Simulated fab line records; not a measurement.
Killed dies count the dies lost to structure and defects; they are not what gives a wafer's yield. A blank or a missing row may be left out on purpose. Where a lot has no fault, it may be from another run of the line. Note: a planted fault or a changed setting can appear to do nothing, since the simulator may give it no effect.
Struck lot and sound lot, side by side	flow sky130	16 steps out of a route of 708
Sound: these wafers, L486.1, L486.5, L486.6. Struck: wafer L471.6; the same lot's L471.5 was not struck, so it is left out; see the end for the cause.
At each step with rows: each side's tool, then ch and its chambers, then its first start. Under that, the readings that differ: sound wafers	struck wafers	difference of the means	sigmas: that difference in standard deviations of wafers without a fault.
alike: a reading whose means differ by less than 2 such deviations, as well as words and numbers matching on both sides. not compared: withheld readings; readings where some wafer has no value; bounds like >300 that might hide an equal value; numbers whose values overlap and for which the record gives no deviation.
A row with sigmas, a row that says differs or no value, or rows on one side alone: a step with any of these is where the two part. When numbers do not overlap yet have no deviation, they are printed without sigmas and do not part them. A reading missing from all wafers of one side parts the sides only when that side holds two or more wafers.

first, 3 steps without rows for these wafers: SKY_METAL2_EXPOSE_12 (exposes mask MM2, target cd 140 nm); SKY_METAL2_PEB_13; SKY_METAL2_DEVELOP_14 (develop time 60 s).
SKY_METAL2_CD_MEAS_15 targets a cd of 140 nm.
  struck on cdSem-02, day 35 20:01; sound on cdSem-01, day 41 15:10
  alike: cdNm
SKY_METAL2_OVL_MEAS_16:
  struck on overlay-02, day 35 20:05; sound on overlay-02, day 41 15:17
reading	sound	struck	difference	sigmas
METAL2_OVL (nm)	13 11 12	-7	-19	-3
SKY_METAL2_DESCUM_17: chemistry O2, time 8 s.
  sound on rieMetal-02 ch 0,1, day 41 15:20; struck on rieMetal-03 ch 0, day 35 20:08
  alike: chamberPressureMTorr, drypumpMotorCurrentA, oesProductAu
  not compared: rfHoursCounterH
SKY_METAL2_ETCH_18: etches BARC in N2/H2, stops on SiO2, time 45.9 s, target depth 60 nm.
  sound on rieMetal-02 ch 0,1, day 41 15:22; struck on rieMetal-03 ch 0, day 35 20:14
  alike: chamberPressureMTorr, drypumpMotorCurrentA, oesProductAu, throttleValvePct
  not compared: rfHoursCounterH
SKY_METAL2_METAL_ETCH_19: etches the open film in Cl2/BCl3, stops on SiO2, target depth 360 nm, time 78 s.
  sound on rieMetal-02 ch 0,1, day 41 15:28; struck on rieMetal-03 ch 0, day 35 20:24
  alike: chamberPressureMTorr, drypumpMotorCurrentA, oesProductAu, throttleValvePct
  not compared: rfHoursCounterH
SKY_METAL2_STRIP_20: strips in O2/N2.
  sound on plasmaAsher-01 ch 0,1, day 41 15:35; struck on plasmaAsher-04 ch 0, day 35 20:32
  alike: chamberPressureMTorr, drypumpMotorCurrentA, oesProductAu, stripTimeToEndpointS
  not compared: rfHoursCounterH
then, 3 steps without rows for these wafers: SKY_METAL2_STRIP_21 (strips in post etch residue remover, time 1200 s); SKY_METAL2_CLEAN_22 (cleans in IPA, time 180 s); SKY_METAL2_CLEAN_23 (cleans in O3/DIW).
SKY_VIA2_HDPCVD_00: deposits SiO2, target thk 1180 nm, time 196.7 s.
  sound on hdpcvd-01 ch 0,1, day 41 16:31; struck on hdpcvd-02 ch 0, day 35 21:07
reading	sound	struck	difference	sigmas
model.SiO2_of_VIA2_HDPCVD_00.thkNm (nm)	1182 1195 1181	898	-288	
SKY_VIA2_THK_MEAS_01:
  struck on filmMetro-03, day 35 21:26; sound on filmMetro-04, day 41 16:38
reading	sound	struck	difference	sigmas
VIA2_HDPCVD_THK (nm)	1182 1195 1181	898	-288	-29
  not compared: hold
SKY_VIA2_CMP_02: polishes SiO2.
  sound on cmp-02 ch 1,2, day 41 16:45; struck on cmp-02 ch 2, day 36 00:55
reading	sound	struck	difference	sigmas
hold	- - -	awaitDispo/3.0h/release	no value on the sound wafers	
  alike: motorCurrentA
-- the record jumps here: 10 days lie between the struck wafers' starts before and after (it left off in module VIA2 and takes up again in module PAD_OPEN, whose first step shown is number 708 of the route) --
SKY_PAD_OPEN_PROBE_99:
  struck on prober-01, day 46 05:50; sound on prober-02, day 50 13:47
  alike: defectLimitedYield, killed_at_M0_to_M3, killed_at_M4_up, killedAtContacts, killedAtFrontEnd, killedAtOther, killedDies, killedOpen, killedShort, sort_bin_3_pad_short, sort_bin_5_function, sort_bin_6_memory, sortNPass, sortYieldPct

## WHERE THEY PART
At SKY_METAL2_OVL_MEAS_16 first; at SKY_VIA2_CMP_02 last (within this record only). Later steps at which nothing parts them and some readings are alike: SKY_PAD_OPEN_PROBE_99.

WHY: the cause the simulator had injected
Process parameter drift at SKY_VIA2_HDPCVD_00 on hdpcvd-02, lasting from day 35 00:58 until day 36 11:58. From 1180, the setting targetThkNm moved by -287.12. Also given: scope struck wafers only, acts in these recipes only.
